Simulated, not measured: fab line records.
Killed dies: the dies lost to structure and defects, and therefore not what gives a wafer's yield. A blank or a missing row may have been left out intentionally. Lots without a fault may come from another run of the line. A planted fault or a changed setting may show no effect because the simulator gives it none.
Matching of chambers ; flow gf180mcu ; GF_POLY_GATE_ETCH_13 on rie_si-02 has 4 sister chambers
The step etches poly-Si in HBr/Cl2, stops on SiO2, target depth 198.5 nm, time 69.6 s. 20 wafers are shown with their chamber, then 10 later ones without.

WAFERS PAIRED WITH THEIR CHAMBERS
wafer;chamber;throttle_valve_pct (%);oes_product_au (a.u.)
L279.4;2;33.674;0.992
L279.5;2;33.683;0.987
L279.6;3;33.685;0.985
L280.2;1;33.686;0.986
L280.3;3;33.698;0.995
L280.6;0;33.684;0.985
L282.1;0;33.698;0.986
L282.5;1;33.676;0.984
L282.6;2;33.675;0.983
L284.1;2;33.676;0.993
L284.2;0;33.680;0.992
L284.6;0;33.679;0.986
L285.1;2;33.686;0.984
L285.5;0;33.675;0.993
L285.6;1;33.683;0.990
L296.3;3;33.706;0.990
L296.4;0;33.678;0.981
L296.5;3;33.679;0.995
L297.1;0;33.671;0.991
L297.2;3;33.669;0.986

SIGNATURES (averages over the wafers above)
reading;chamber 0;chamber 1;chamber 2;chamber 3;scatter within a chamber
throttle_valve_pct;33.68071;33.68167;33.67880;33.68740;0.00964
oes_product_au;0.98771;0.98667;0.98780;0.99020;0.00439
Rule: a wafer's distance from a chamber is the root of the sum, over the readings, of the square of ((its reading less the chamber's mean) divided by the reading's scatter). If the next closest chamber is less than 2 further off than the closest, the wafer can't be placed; otherwise it belongs to the closest. The scatter: the root of (the sum of the squares of (reading less its chamber's mean) over the shown wafers, divided by (wafers less chambers)).

WAFERS WITH NO CHAMBER GIVEN
wafer;throttle_valve_pct (%);oes_product_au (a.u.)
L297.6;33.684;0.990
L299.4;33.666;0.985
L299.5;33.680;0.978
L299.6;33.691;0.992
L300.3;33.681;0.988
L300.4;33.679;0.981
L300.5;33.672;0.991
L301.1;33.687;0.982
L301.4;33.678;0.983
L301.5;33.690;0.982

CHAMBER TAKEN BY EACH
wafer;from the rows above;in truth
L297.6;can't be placed: 3 or 0 or 2 or 1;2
L299.4;can't be placed: 2 or 0 or 1 or 3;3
L299.5;can't be placed: 1 or 0 or 2 or 3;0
L299.6;can't be placed: 3 or 0 or 1 or 2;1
L300.3;can't be placed: 0 or 2 or 1 or 3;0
L300.4;can't be placed: 1 or 0 or 2 or 3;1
L300.5;can't be placed: 2 or 0 or 1 or 3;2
L301.1;can't be placed: 1 or 0 or 2 or 3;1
L301.4;can't be placed: 1 or 2 or 0 or 3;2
L301.5;can't be placed: 1 or 0 or 2 or 3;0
Correct placement for 0 of the 10. Unplaceable from these rows: 10, with the true chamber sitting among the candidates in 10. Number placed wrongly: 0.
